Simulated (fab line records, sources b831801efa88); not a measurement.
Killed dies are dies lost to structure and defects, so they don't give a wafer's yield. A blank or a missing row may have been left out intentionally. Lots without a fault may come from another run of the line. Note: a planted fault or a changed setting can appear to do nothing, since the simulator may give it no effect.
fab line records -- flow gf180mcu
record lots=12, wafers=36, last-day=34
route steps=602 shown POLY_GATE@174 NSD@244 SAB@264 SALICIDE@281
lots with no fault: from the same line, run without faults
start-h: the number of hours between the record's first day and the start of the first shown wafer of the lot -- wait-h: how many hours have passed since the lot's step before this one -- " unchanged from the row above -- L1.1+2: several wafers, shown together as one row -- - either no value or no given start -- * or withheld: withheld -- < > ~ a bound
route shown NAME@n: names a module that has steps shown in the file, with the first one's number in the route -- usual: mean/standard deviation taken from wafers without a fault -- same: alike in all rows -- chamber/n: place in a boat -- sites: each site's reading -- _std_site: standard deviation of those values -- _edge_site: the outer-site mean with the inner-site mean subtracted -- radius-mm: how far each site lies from the wafer's centre -- mask NAME#n: copy n -- behind: the tool/chamber that last shaped the wafer -- hold: what put the lot on hold/how long, in hours/how the hold closed -- device: transistor that didn't switch, given as n, p or np -- end of line: at the end of the route, the tests of the same wafers -- a step given without rows: its recipe and nothing more -- killed: at the first sort, the dies lost to defects and structure; wafer yield is something else -- map: shows each die of a wafer: x if killed, . if not, _ if none is there
set.NAME: the setting as run; set.NAME@STEP: as run at that earlier step -- model.NAME: the simulator's own value behind a step, which no gauge read
steps of the route over a sample of lots; a table a step, a row a wafer
services: the hour from which a tool's chamber was out of use, counted from the record's first day as start-h (under 0 if before that day), plus the number of hours and why
## steps
# step GF_POLY_GATE_THK_MEAS_17
# recipe reads=SiO2_of_POLY_GATE_OXIDATION_16
# usual POLY_GATE_OXIDATION_THK=3.94/0.071
lot.wafer,tool,chamber,start-h,wait-h,POLY_GATE_OXIDATION_THK[nm]
L523.2,film-metro-03,-,198.70,0.0,3.89
L523.5,film-metro-03,-,198.70,0.0,3.87
L523.6,film-metro-03,-,198.70,0.0,3.88
L524.2,film-metro-01,-,204.33,0.0,4.01
L524.3,film-metro-01,-,204.33,0.0,3.99
L524.4,film-metro-01,-,204.33,0.0,4.10
L532.1,film-metro-01,-,262.78,0.0,3.97
L532.2,film-metro-01,-,262.78,0.0,3.99
L532.6,film-metro-01,-,262.78,0.0,4.01
L533.3,film-metro-03,-,276.08,0.0,3.94
L533.4,film-metro-03,-,276.08,0.0,3.99
L533.6,film-metro-03,-,276.08,0.0,3.94
L534.2,film-metro-03,-,279.51,0.0,3.93
L534.3,film-metro-03,-,279.51,0.0,3.95
L534.6,film-metro-03,-,279.51,0.0,3.93
L535.2,film-metro-03,-,283.10,0.0,3.96
L535.5,film-metro-03,-,283.10,0.0,3.90
L535.6,film-metro-03,-,283.10,0.0,3.95
L539.1,film-metro-01,-,311.00,0.0,3.94
L539.4,film-metro-01,-,311.00,0.0,3.92
L539.6,film-metro-01,-,311.00,0.0,3.87
L541.2,film-metro-01,-,324.62,0.0,4.01
L541.3,film-metro-01,-,324.62,0.0,3.95
L541.4,film-metro-01,-,324.62,0.0,3.99
L542.1,film-metro-03,-,335.67,0.0,3.98
L542.2,film-metro-03,-,335.67,0.0,4.05
L542.6,film-metro-03,-,335.67,0.0,4.06
L543.2,film-metro-04,-,344.33,0.0,4.03
L543.4,film-metro-04,-,344.33,0.0,4.00
L543.5,film-metro-04,-,344.33,0.0,4.06
L544.4,film-metro-04,-,349.99,0.0,3.86
L544.5,film-metro-04,-,349.99,0.0,3.87
L544.6,film-metro-04,-,349.99,0.0,3.90
L545.1,film-metro-01,-,358.96,0.0,3.78
L545.3,film-metro-01,-,358.96,0.0,3.90
L545.4,film-metro-01,-,358.96,0.0,3.90
# step GF_NSD_IMPLANT_09
# recipe species=As, energy-kev=60, dose-cm2=4e+15, tilt-deg=7
# usual beam-energy-keV=59.997/0.019
lot.wafer,tool,chamber,start-h,wait-h,beam-energy-keV
L523.2,implanter-02,0,296.05,0.3,60.033
L523.5,implanter-02,0,296.05,0.3,60.016
L523.6,implanter-02,0,296.05,0.3,60.000
L524.2,implanter-01,0,301.15,0.0,59.994
L524.3,implanter-01,0,301.15,0.0,60.006
L524.4,implanter-01,0,301.15,0.0,59.967
L532.1,implanter-02,0,368.92,0.0,57.382
L532.2,implanter-02,0,368.92,0.0,57.368
L532.6,implanter-02,0,368.92,0.0,57.352
L533.3,implanter-02,0,386.77,0.1,57.364
L533.4,implanter-02,0,386.77,0.1,57.392
L533.6,implanter-02,0,386.77,0.1,57.391
L534.2,implanter-01,0,390.12,0.0,60.018
L534.3,implanter-01,0,390.12,0.0,59.999
L534.6,implanter-01,0,390.12,0.0,60.003
L535.2,implanter-01,0,394.50,0.0,59.991
L535.5,implanter-01,0,394.50,0.0,60.011
L535.6,implanter-01,0,394.50,0.0,59.982
L539.1,implanter-03,0,426.54,0.0,59.993
L539.4,implanter-03,0,426.54,0.0,60.003
L539.6,implanter-03,0,426.54,0.0,60.004
L541.2,implanter-03,0,442.82,0.0,60.018
L541.3,implanter-03,0,442.82,0.0,59.990
L541.4,implanter-03,0,442.82,0.0,59.988
L542.1,implanter-02,0,455.64,0.0,59.966
L542.2,implanter-02,0,455.64,0.0,59.978
L542.6,implanter-02,0,455.64,0.0,59.970
L543.2,implanter-02,0,464.30,0.0,60.044
L543.4,implanter-02,0,464.30,0.0,60.008
L543.5,implanter-02,0,464.30,0.0,60.001
L544.4,implanter-02,0,470.85,0.1,59.994
L544.5,implanter-02,0,470.85,0.1,59.992
L544.6,implanter-02,0,470.85,0.1,59.977
L545.1,implanter-01,0,482.47,0.0,59.991
L545.3,implanter-01,0,482.47,0.0,60.013
L545.4,implanter-01,0,482.47,0.0,60.003
# step GF_NSD_STRIP_11
# recipe chemistry=O2/N2, power-w=1400, pressure-mtorr=1500, platen-temp-c=250, o2-flow-sccm=3000, n2-flow-sccm=300, overash-fraction=0.5
# usual drypump-motor-current-A=5.84/0.23, heater-power-w=331/13, oes-product-au=0.487/0.0047, strip-time-to-endpoint-s=22.951/0.029
lot.wafer,tool,chamber,start-h,wait-h,drypump-motor-current-A,heater-power-w,oes-product-au,rf-hours-counter-h,strip-time-to-endpoint-s
L523.2,plasma-asher-02,1,296.33,0.1,6.03,316,0.486,51,22.958
L523.5,plasma-asher-02,0,296.33,0.1,5.62,350,0.490,-,22.991
L523.6,plasma-asher-02,1,296.33,0.1,6.08,316,0.484,-,22.938
L524.2,plasma-asher-04,1,301.43,0.1,5.60,348,0.479,64,22.940
L524.3,plasma-asher-04,0,301.43,0.1,5.69,320,0.489,-,22.974
L524.4,plasma-asher-04,1,301.43,0.1,5.61,339,0.483,-,22.947
L532.1,plasma-asher-04,0,369.52,0.2,5.71,318,0.489,73,22.588
L532.2,plasma-asher-04,1,369.52,0.2,5.57,349,0.497,73,22.579
L532.6,plasma-asher-04,1,369.52,0.2,5.58,344,0.498,-,22.573
L533.3,plasma-asher-03,0,387.06,0.1,5.86,329,0.490,-,22.604
L533.4,plasma-asher-03,1,387.06,0.1,6.21,335,0.496,-,22.598
L533.6,plasma-asher-03,0,387.06,0.1,5.83,324,0.497,-,22.594
L534.2,plasma-asher-02,1,390.39,0.1,6.07,315,0.485,57,22.913
L534.3,plasma-asher-02,1,390.39,0.1,6.09,320,0.489,-,22.938
L534.6,plasma-asher-02,0,390.39,0.1,5.60,345,0.481,-,22.938
L535.2,plasma-asher-04,1,394.77,0.1,5.59,347,0.492,75,22.889
L535.5,plasma-asher-04,0,394.77,0.1,5.70,317,0.480,-,22.905
L535.6,plasma-asher-04,1,394.77,0.1,5.60,346,0.490,-,22.933
L539.1,plasma-asher-03,0,426.84,0.1,5.79,326,0.484,80,22.913
L539.4,plasma-asher-03,0,426.84,0.1,5.83,314,0.494,-,22.942
L539.6,plasma-asher-03,1,426.84,0.1,6.22,333,0.489,-,22.918
L541.2,plasma-asher-03,0,443.09,0.1,5.88,322,0.493,82,22.990
L541.3,plasma-asher-03,1,443.09,0.1,6.17,339,0.484,-,22.962
L541.4,plasma-asher-03,0,443.09,0.1,5.87,315,0.490,-,22.945
L542.1,plasma-asher-03,0,455.94,0.1,5.83,335,0.479,83,22.953
L542.2,plasma-asher-03,1,455.94,0.1,6.20,339,0.489,83,22.986
L542.6,plasma-asher-03,1,455.94,0.1,6.19,337,0.486,-,22.966
L543.2,plasma-asher-03,0,464.57,0.1,5.84,324,0.491,84,22.946
L543.4,plasma-asher-03,0,464.57,0.1,5.82,326,0.480,-,23.001
L543.5,plasma-asher-03,1,464.57,0.1,6.18,334,0.484,-,22.969
L544.4,plasma-asher-03,0,471.11,0.1,5.89,329,0.492,-,22.966
L544.5,plasma-asher-03,1,471.11,0.1,6.17,337,0.493,-,22.972
L544.6,plasma-asher-03,0,471.11,0.1,5.80,326,0.484,-,22.961
L545.1,plasma-asher-03,0,482.77,0.1,5.81,314,0.488,86,22.976
L545.3,plasma-asher-03,1,482.77,0.1,6.18,344,0.489,-,22.992
L545.4,plasma-asher-03,0,482.77,0.1,5.84,329,0.491,-,22.937
# step GF_PSD_RS_MEAS_14
# recipe thk-meas-gauge=four-point-probe
# usual NSD_RS=46.10/0.096
lot.wafer,tool,chamber,start-h,wait-h,NSD_RS[ohm/sq]
L523.2,film-metro-01,-,317.52,0.1,45.96
L523.5,film-metro-01,-,317.52,0.1,45.87
L523.6,film-metro-01,-,317.52,0.1,46.04
L524.2,film-metro-02,-,322.39,0.1,46.17
L524.3,film-metro-02,-,322.39,0.1,46.24
L524.4,film-metro-02,-,322.39,0.1,46.12
L532.1,film-metro-04,-,393.22,0.1,46.91
L532.2,film-metro-04,-,393.22,0.1,46.80
L532.6,film-metro-04,-,393.22,0.1,46.88
L533.3,film-metro-04,-,410.56,0.1,46.96
L533.4,film-metro-04,-,410.56,0.1,46.97
L533.6,film-metro-04,-,410.56,0.1,47.01
L534.2,film-metro-04,-,414.57,0.1,46.15
L534.3,film-metro-04,-,414.57,0.1,46.09
L534.6,film-metro-04,-,414.57,0.1,46.13
L535.2,film-metro-01,-,419.36,0.1,46.02
L535.5,film-metro-01,-,419.36,0.1,46.02
L535.6,film-metro-01,-,419.36,0.1,46.00
L539.1,film-metro-04,-,451.03,0.1,46.04
L539.4,film-metro-04,-,451.03,0.1,46.18
L539.6,film-metro-04,-,451.03,0.1,46.07
L541.2,film-metro-02,-,468.08,0.1,46.18
L541.3,film-metro-02,-,468.08,0.1,46.07
L541.4,film-metro-02,-,468.08,0.1,46.14
L542.1,film-metro-02,-,481.07,0.1,46.12
L542.2,film-metro-02,-,481.07,0.1,46.10
L542.6,film-metro-02,-,481.07,0.1,46.07
L543.2,film-metro-01,-,488.94,0.1,46.05
L543.4,film-metro-01,-,488.94,0.1,46.05
L543.5,film-metro-01,-,488.94,0.1,45.97
L544.4,film-metro-01,-,495.83,0.1,45.92
L544.5,film-metro-01,-,495.83,0.1,46.17
L544.6,film-metro-01,-,495.83,0.1,45.90
L545.1,film-metro-01,-,506.60,0.1,46.03
L545.3,film-metro-01,-,506.60,0.1,46.03
L545.4,film-metro-01,-,506.60,0.1,46.05
# step GF_SAB_CVD_00
# recipe material=SiO2, target-thk-nm=50, precursor=TEOS, temp-c=400, time-s=4.9302, rf-w=600
# usual heater-power-w=608/60
lot.wafer,tool,chamber,start-h,wait-h,heater-power-w
L523.2,pecvd-01,0,317.74,0.1,580
L523.5,pecvd-01,1,317.74,0.1,589
L523.6,pecvd-01,0,317.74,0.1,602
L524.2,pecvd-04,1,322.61,0.1,665
L524.3,pecvd-04,2,322.61,0.1,720
L524.4,pecvd-04,0,322.61,0.1,756
L532.1,pecvd-03,0,393.46,0.1,612
L532.2,pecvd-03,1,393.46,0.1,597
L532.6,pecvd-03,1,393.46,0.1,597
L533.3,pecvd-01,1,410.76,0.1,585
L533.4,pecvd-01,0,410.76,0.1,627
L533.6,pecvd-01,1,410.76,0.1,614
L534.2,pecvd-01,1,414.79,0.1,581
L534.3,pecvd-01,2,414.79,0.1,617
L534.6,pecvd-01,1,414.79,0.1,582
L535.2,pecvd-03,1,419.58,0.1,570
L535.5,pecvd-03,0,419.58,0.1,498
L535.6,pecvd-03,2,419.58,0.1,590
L539.1,pecvd-01,1,451.27,0.1,569
L539.4,pecvd-01,1,451.27,0.1,578
L539.6,pecvd-01,2,451.27,0.1,657
L541.2,pecvd-01,0,468.30,0.1,570
L541.3,pecvd-01,2,468.30,0.1,610
L541.4,pecvd-01,0,468.30,0.1,573
L542.1,pecvd-04,1,481.31,0.1,643
L542.2,pecvd-04,0,481.31,0.1,703
L542.6,pecvd-04,2,481.31,0.1,785
L543.2,pecvd-03,1,489.16,0.1,603
L543.4,pecvd-03,2,489.16,0.1,563
L543.5,pecvd-03,1,489.16,0.1,609
L544.4,pecvd-03,1,496.02,0.0,619
L544.5,pecvd-03,0,496.02,0.0,606
L544.6,pecvd-03,2,496.02,0.0,586
L545.1,pecvd-04,2,506.84,0.1,725
L545.3,pecvd-04,1,506.84,0.1,647
L545.4,pecvd-04,0,506.84,0.1,815
# step GF_SALICIDE_SPUTTER_03
# recipe material=TiN, target-thk-nm=20, power-w=6500, time-s=16.7, chamber-pressure-pa=0.4
# usual throttle-valve-pct=29.8/0.79
lot.wafer,tool,chamber,start-h,wait-h,throttle-valve-pct
L523.2,pvd-sputter-04,-,339.04,0.0,29.2
L523.5,pvd-sputter-04,-,339.04,0.0,29.4
L523.6,pvd-sputter-04,-,339.04,0.0,29.3
L524.2,pvd-sputter-04,-,343.89,0.0,29.5
L524.3,pvd-sputter-04,-,343.89,0.0,29.8
L524.4,pvd-sputter-04,-,343.89,0.0,29.1
L532.1,pvd-sputter-04,-,416.74,0.0,29.5
L532.2,pvd-sputter-04,-,416.74,0.0,29.7
L532.6,pvd-sputter-04,-,416.74,0.0,29.3
L533.3,pvd-sputter-01,-,434.57,0.0,31.4
L533.4,pvd-sputter-01,-,434.57,0.0,30.4
L533.6,pvd-sputter-01,-,434.57,0.0,29.3
L534.2,pvd-sputter-02,-,439.37,0.0,30.4
L534.3,pvd-sputter-02,-,439.37,0.0,30.2
L534.6,pvd-sputter-02,-,439.37,0.0,28.5
L535.2,pvd-sputter-04,-,444.09,0.0,29.2
L535.5,pvd-sputter-04,-,444.09,0.0,29.4
L535.6,pvd-sputter-04,-,444.09,0.0,30.0
L539.1,pvd-sputter-04,-,475.72,0.0,29.9
L539.4,pvd-sputter-04,-,475.72,0.0,29.0
L539.6,pvd-sputter-04,-,475.72,0.0,29.9
L541.2,pvd-sputter-01,-,492.91,0.0,30.3
L541.3,pvd-sputter-01,-,492.91,0.0,29.9
L541.4,pvd-sputter-01,-,492.91,0.0,31.7
L542.1,pvd-sputter-04,-,504.97,0.0,29.5
L542.2,pvd-sputter-04,-,504.97,0.0,29.3
L542.6,pvd-sputter-04,-,504.97,0.0,29.2
L543.2,pvd-sputter-01,-,512.94,0.0,30.0
L543.4,pvd-sputter-01,-,512.94,0.0,29.2
L543.5,pvd-sputter-01,-,512.94,0.0,29.3
L544.4,pvd-sputter-02,-,519.95,0.0,28.4
L544.5,pvd-sputter-02,-,519.95,0.0,28.3
L544.6,pvd-sputter-02,-,519.95,0.0,30.2
L545.1,pvd-sputter-02,-,530.21,0.0,28.5
L545.3,pvd-sputter-02,-,530.21,0.0,30.4
L545.4,pvd-sputter-02,-,530.21,0.0,30.4
## services
tool,chamber,start-h,hours,kind
pvd-sputter-02,-,285.48,38.4,repair
pvd-sputter-01,-,291.39,7.2,repair
pvd-sputter-02,-,292.51,14.4,repair
plasma-asher-03,-,293.37,0.3,repair
pecvd-01,-,301.24,0.5,repair
pecvd-01,-,304.38,1.1,repair
pecvd-03,1,306.56,10.2,repair
implanter-01,-,324.73,1.9,repair
pecvd-03,-,344.93,0.5,repair
plasma-asher-03,-,355.53,1.5,repair
pecvd-03,-,378.11,2.8,pm
pvd-sputter-04,-,385.60,0.6,repair
implanter-02,-,389.44,7.0,pm
implanter-02,-,398.98,5.7,repair
pvd-sputter-04,-,401.00,3.5,repair
implanter-02,-,424.24,3.3,repair
implanter-02,-,427.70,3.1,repair
plasma-asher-03,-,430.27,4.6,repair
pecvd-03,2,438.27,15.9,repair
implanter-01,-,439.23,4.8,pm
pecvd-01,-,458.09,2.8,pm
pecvd-03,0,470.01,6.1,repair
pecvd-01,-,482.69,11.6,repair
pecvd-01,2,502.64,15.8,repair
## key
first-sign step=GF_NSD_IMPLANT_09, reading=beam-energy-keV, direction=down, sigmas=99+, usual=59.997, struck=57.375
effect step=GF_NSD_STRIP_11, reading=strip-time-to-endpoint-s, direction=down, sigmas=12, usual=*, struck=*
effect step=GF_PSD_RS_MEAS_14, reading=NSD_RS, direction=up, sigmas=8.6, usual=46.10, struck=46.92
met-at GF_NSD_IMPLANT_09
struck-lots L532,L533
tester-left-out L532,L533
not-acting-at GF_POLY_GATE_THK_MEAS_17,GF_SAB_CVD_00,GF_SALICIDE_SPUTTER_03
onset-between 296.05 368.92
fault kind=process-parameter-drift, tool=implanter-02, chamber=-, onset-h=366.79, steps=GF_NSD_IMPLANT_09, channel=energy-kev, offset=-2.6298, shape=step, end-h=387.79, acts-in=these-recipes-only, stated=60
# tester-left-out: of these lots the tester's yield and bins aren't shown, on N5 and GAA mostly nor the transistor test; their killed dies are dies lost to structure and defects alone, not to doping, threshold or leakage, so they don't give the yield
